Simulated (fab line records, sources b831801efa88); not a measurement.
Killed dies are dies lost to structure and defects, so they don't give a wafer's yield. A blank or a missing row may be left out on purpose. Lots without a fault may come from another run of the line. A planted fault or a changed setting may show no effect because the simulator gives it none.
Which tool did it? | flow sky130 | 11 lots, 33 wafers sampled, at 6 steps of a route of 708

WHAT THE GAUGES READ, wafer by wafer
SKY_FIELD_ISO_THK_MEAS_02.
lot  | measured    | on            | FIELD_ISO_OXIDATION_00_THK (nm)
L721 | day 1 16:38 | film_metro-03 | 12.16 12.36 12.44
L723 | day 2 03:26 | film_metro-03 | 11.84 11.62 11.58
L726 | day 2 20:29 | film_metro-03 | 11.88 11.81 11.68
L727 | day 3 02:10 | film_metro-04 | 11.75 11.85 12.06
L730 | day 3 13:39 | film_metro-04 | 11.55 11.96 11.77
L732 | day 4 00:10 | film_metro-03 | 12.38 12.31 12.15
L738 | day 5 06:39 | film_metro-02 | 12.11 11.77 12.02
L739 | day 5 11:52 | film_metro-02 | 12.20 12.12 11.98
L740 | day 5 16:19 | film_metro-04 | 12.07 12.03 12.19
L742 | day 6 02:45 | film_metro-02 | 11.73 11.95 11.46
L743 | day 6 06:38 | film_metro-02 | 11.88 12.11 11.90

SKY_VT_ADJUST_LVTN_TW_MEAS_21.
lot  | measured     | on            | VT_ADJUST_LVTN_2_TW
L721 | day 8 02:37  | film_metro-01 | 189.5 190.4 189.3
L723 | day 8 15:07  | film_metro-04 | 189.3 189.0 190.0
L726 | day 9 11:40  | film_metro-04 | 190.6 189.5 188.9
L727 | day 9 21:19  | film_metro-01 | 189.2 189.7 188.2
L730 | day 10 13:16 | film_metro-01 | 189.8 190.5 190.6
L732 | day 11 03:16 | film_metro-04 | 188.5 188.8 189.0
L738 | day 13 01:46 | film_metro-03 | 29.9 29.6 29.8 29.8 29.8 30.0
L739 | day 13 04:08 | film_metro-01 | 30.3 30.1 30.1 30.3 30.2 30.2
L740 | day 13 07:21 | film_metro-01 | 30.1 30.0 30.1 30.2 30.1 30.2
L742 | day 14 07:41 | film_metro-03 | 186.0 186.1 186.4
L743 | day 14 18:45 | film_metro-01 | 189.1 190.2 188.9

SKY_SONOS_ONO_OVL_MEAS_14.
lot  | measured     | on         | SONOS_ONO_OVL (nm)
L721 | day 13 03:50 | overlay-01 | -1.3 -0.5 -1.1
L723 | day 13 22:53 | overlay-02 | -3.8 -2.1 -3.0
L726 | day 14 23:57 | overlay-01 | 0.1 -0.5 0.6
L727 | day 15 09:32 | overlay-02 | 0.9 -1.1 0.6
L730 | day 16 04:59 | overlay-02 | -2.0 -0.4 -0.1
L732 | day 16 21:31 | overlay-02 | -0.5 -0.8 -0.6
L742 | day 20 17:31 | overlay-02 | 1.4 2.1 1.1
L743 | day 21 04:31 | overlay-01 | -0.6 -0.5 -0.9

WHICH TOOL RAN EACH LOT (tool, then ch and the chambers of the sampled wafers, then the start)
lot  | SKY_VT_ADJUST_LVTN_STRIP_09          | SKY_VT_ADJUST_LVTN_STRIP_20          | SKY_VT_ADJUST_NCORE_STRIP_10
L721 | plasma_asher-02 ch 0,1, day 7 06:14  | plasma_asher-02 ch 0,1, day 8 02:30  | plasma_asher-01 ch 1, day 8 23:26
L723 | plasma_asher-03 ch 0,1, day 7 18:29  | plasma_asher-03 ch 0,1, day 8 15:00  | plasma_asher-04 ch 0,1, day 9 12:46
L726 | plasma_asher-03 ch 0,1, day 8 14:07  | plasma_asher-04 ch 0,1, day 9 11:34  | plasma_asher-01 ch 0,1, day 10 09:43
L727 | plasma_asher-03 ch 0,1, day 8 23:36  | plasma_asher-04 ch 0,1, day 9 21:12  | plasma_asher-01 ch 0,1, day 10 20:38
L730 | plasma_asher-02 ch 0,1, day 9 14:57  | plasma_asher-02 ch 0,1, day 10 13:11 | plasma_asher-02 ch 0,1, day 11 13:12
L732 | plasma_asher-03 ch 0,1, day 10 03:46 | plasma_asher-02 ch 0,1, day 11 03:10 | plasma_asher-02 ch 0,1, day 12 04:11
L738 | plasma_asher-04 ch 0,1, day 12 00:42 | plasma_asher-02 ch 0, day 13 01:40   | -
L739 | plasma_asher-02 ch 0,1, day 12 03:07 | plasma_asher-02 ch 0,1, day 13 04:02 | -
L740 | plasma_asher-03 ch 0,1, day 12 06:19 | plasma_asher-04 ch 0,1, day 13 07:14 | -
L742 | plasma_asher-03 ch 0,1, day 13 05:25 | plasma_asher-04 ch 0,1, day 14 07:35 | plasma_asher-02 ch 0,1, day 15 10:55
L743 | plasma_asher-03 ch 0,1, day 13 16:22 | plasma_asher-02 ch 0,1, day 14 18:39 | plasma_asher-02 ch 0,1, day 15 22:10
- SKY_VT_ADJUST_LVTN_STRIP_09: strips in O2/N2.
- SKY_VT_ADJUST_LVTN_STRIP_20: strips in O2/N2.
- SKY_VT_ADJUST_NCORE_STRIP_10: strips in O2/N2.

WHAT THE TOOLS THEMSELVES READ (means of the sampled wafers that have a number; where no wafer has one, the mark that the record gives instead)
SKY_VT_ADJUST_LVTN_STRIP_09.
lot  | tool            | chamber_pressure_mTorr (mTorr) | drypump_motor_current_A (A) | n2_flow_sccm (sccm) | oes_product_au (a.u.) | strip_time_to_endpoint_s (s)
L721 | plasma_asher-02 | 1500.3                         | 5.3                         | 299.9               | 0.724                 | 37.00
L723 | plasma_asher-03 | 1500.3                         | 5.4                         | 300.0               | 0.719                 | 36.88
L726 | plasma_asher-03 | 1500.1                         | 5.4                         | 300.4               | 0.723                 | 37.00
L727 | plasma_asher-03 | 1499.9                         | 5.4                         | 300.1               | 0.721                 | 36.67
L730 | plasma_asher-02 | 1500.4                         | 5.6                         | 301.2               | 0.725                 | 36.93
L732 | plasma_asher-03 | 1500.9                         | 5.2                         | 299.4               | 0.721                 | 36.82
L738 | plasma_asher-04 | -                              | -                           | -                   | -                     | -
L739 | plasma_asher-02 | -                              | -                           | -                   | -                     | -
L740 | plasma_asher-03 | -                              | -                           | -                   | -                     | -
L742 | plasma_asher-03 | 1500.4                         | 5.2                         | 299.0               | 0.724                 | 36.91
L743 | plasma_asher-03 | 1500.0                         | 5.2                         | 300.9               | 0.722                 | 37.00

SKY_VT_ADJUST_LVTN_STRIP_20.
lot  | tool            | chamber_pressure_mTorr (mTorr) | drypump_motor_current_A (A) | n2_flow_sccm (sccm) | oes_product_au (a.u.) | strip_time_to_endpoint_s (s)
L721 | plasma_asher-02 | 1498.9                         | 5.6                         | 300.5               | 0.713                 | 14.16
L723 | plasma_asher-03 | 1499.3                         | 5.2                         | 300.4               | 0.716                 | 14.20
L726 | plasma_asher-04 | 1500.5                         | 5.7                         | 299.8               | 0.717                 | 14.21
L727 | plasma_asher-04 | 1499.8                         | 5.3                         | 300.8               | 0.714                 | 14.15
L730 | plasma_asher-02 | 1498.2                         | 5.3                         | 298.9               | 0.713                 | 14.17
L732 | plasma_asher-02 | 1501.7                         | 5.3                         | 299.9               | 0.714                 | 14.15
L738 | plasma_asher-02 | 1500.7                         | 5.8                         | 301.0               | 0.732                 | 58.82
L739 | plasma_asher-02 | 1501.0                         | 5.3                         | 299.2               | 0.726                 | 58.54
L740 | plasma_asher-04 | 1499.9                         | 5.3                         | 300.3               | 0.734                 | 58.52
L742 | plasma_asher-04 | 1500.5                         | 5.3                         | 299.9               | 0.716                 | 14.16
L743 | plasma_asher-02 | 1498.4                         | 5.6                         | 300.0               | 0.714                 | 14.17

SKY_VT_ADJUST_NCORE_STRIP_10.
lot  | tool            | chamber_pressure_mTorr (mTorr) | drypump_motor_current_A (A) | n2_flow_sccm (sccm) | oes_product_au (a.u.) | strip_time_to_endpoint_s (s)
L721 | plasma_asher-01 | 1499.4                         | 5.6                         | 299.5               | 0.717                 | 14.25
L723 | plasma_asher-04 | 1498.7                         | 5.7                         | 300.3               | 0.713                 | 14.16
L726 | plasma_asher-01 | 1499.8                         | 5.7                         | 301.2               | 0.721                 | 14.23
L727 | plasma_asher-01 | 1500.0                         | 5.6                         | 300.4               | 0.718                 | 14.16
L730 | plasma_asher-02 | 1500.0                         | 5.6                         | 300.1               | 0.714                 | 14.20
L732 | plasma_asher-02 | 1500.1                         | 5.5                         | 299.3               | 0.715                 | 14.16
L742 | plasma_asher-02 | 1499.8                         | 5.6                         | 299.4               | 0.717                 | 14.17
L743 | plasma_asher-02 | 1500.1                         | 5.6                         | 299.9               | 0.714                 | 14.20

THE ANSWER, worked out from the rows above alone
Rule: what is usual is taken from the lots themselves. Put in order of their means at a reading, lots are off if they are a third of the lots or fewer, leave a main group of 4 or more, and stand apart from it by a gap of 3 or more times the standard deviation of the main group's means; of several such gaps the widest counts. A main group whose means are all the same, to the digits that the tables above print for the reading, isn't used. A lot without any number at a reading at which 4 lots or more have one is off too. The other lots that the step has rows for count as sound. The gauges are gone through in route order, then the tools' own readings, and for those a lot's mean is taken as printed above. The first step at which some lot is off is used, and at that step the reading that is off furthest; a lot without a number counts as furthest.
Off: L738, L739, L740, at SKY_VT_ADJUST_LVTN_TW_MEAS_21 (VT_ADJUST_LVTN_2_TW). The main group: mean 189.1, standard deviation 1.2.
A tool fits if, at a process step before that reading, it ran every lot that is off, and no sound lot after the first of them. The gauges at SKY_VT_ADJUST_LVTN_TW_MEAS_21 aren't tried: what is off there is off at SKY_VT_ADJUST_LVTN_STRIP_09 too, on other tools, and a gauge's error can't cause that. None of those tried fits.

WHAT THE SIMULATOR HAD PUT IN
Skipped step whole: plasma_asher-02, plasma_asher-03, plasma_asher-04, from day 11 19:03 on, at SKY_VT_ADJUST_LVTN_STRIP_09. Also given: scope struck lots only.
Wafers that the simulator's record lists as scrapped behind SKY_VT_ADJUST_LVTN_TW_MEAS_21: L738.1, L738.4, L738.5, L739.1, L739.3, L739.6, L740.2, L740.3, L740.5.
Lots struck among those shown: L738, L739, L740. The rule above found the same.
